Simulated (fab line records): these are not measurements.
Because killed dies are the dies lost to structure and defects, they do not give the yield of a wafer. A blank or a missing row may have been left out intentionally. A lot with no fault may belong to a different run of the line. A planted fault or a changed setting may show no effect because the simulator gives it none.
Which tool was responsible? + flow gf180mcu + 36 wafers from 12 lots sampled at 2 of the route's 602 steps

== WHAT THE GAUGES SHOWED, per wafer ==
GF_V2_RS_MEAS_24: uses a four-point probe to measure.
| lot  | measured     | on            | V2_W_RS (ohm/sq)  |
|------|--------------|---------------|-------------------|
| L075 | day 19 20:17 | film metro-03 | 0.328 0.331 0.326 |
| L076 | day 21 04:01 | film metro-04 | 0.333 0.330 0.331 |
| L079 | day 21 18:58 | film metro-02 | 0.334 0.334 0.333 |
| L081 | day 22 21:10 | film metro-04 | 0.328 0.327 0.328 |
| L083 | day 23 02:26 | film metro-03 | 0.329 0.325 0.327 |
| L085 | day 23 13:20 | film metro-03 | 0.327 0.328 0.331 |
| L087 | day 24 18:57 | film metro-04 | 0.330 0.335 0.335 |
| L089 | day 25 07:15 | film metro-02 | 0.324 0.326 0.322 |
| L091 | day 26 01:11 | film metro-02 | 0.330 0.326 0.328 |
| L093 | day 26 12:14 | film metro-03 | 0.328 0.324 0.325 |
| L094 | day 27 02:38 | film metro-02 | 0.326 0.325 0.329 |
| L097 | day 27 19:16 | film metro-03 | 0.326 0.327 0.327 |

== WHAT TOOL EACH LOT RAN ON (gives the tool, then ch and the chambers of the sampled wafers, and finally the start) ==
| lot  | GF_M1_STRIP_17                       |
|------|--------------------------------------|
| L075 | plasma asher-04 ch 0,1, day 16 17:38 |
| L076 | plasma asher-03 ch 0,1, day 17 21:26 |
| L079 | plasma asher-03 ch 0,1, day 18 16:29 |
| L081 | plasma asher-03 ch 0,1, day 19 17:13 |
| L083 | plasma asher-04 ch 0,1, day 19 21:41 |
| L085 | plasma asher-03 ch 0,1, day 20 07:16 |
| L087 | plasma asher-03 ch 0,1, day 21 16:00 |
| L089 | plasma asher-03 ch 0,1, day 22 04:20 |
| L091 | plasma asher-04 ch 0,1, day 22 23:22 |
| L093 | plasma asher-02 ch 0,1, day 23 13:04 |
| L094 | plasma asher-04 ch 0,1, day 24 03:17 |
| L097 | plasma asher-03 ch 0,1, day 24 21:20 |
- GF_M1_STRIP_17: strips in O2/N2.

== THE ANSWER, worked out from the rows above alone ==
Rule: usual is defined by the lots themselves. The widest of any qualifying gaps counts: lots, ordered by their means at a reading, are off when they make up no more than a third of the lots, leave a main group of 4 or more, and stand apart from it by 3 or more times the standard deviation of that group's means. If all means in a main group match to the digits the tables above print for the reading, that group is not used. Also off: a lot with no number at a reading for which 4 or more lots have one. Any other lot the step has rows for is counted as sound.
No lot is off on any of the readings shown, so nothing can be concluded from this.

== WHAT THE SIMULATOR HAD INSERTED ==
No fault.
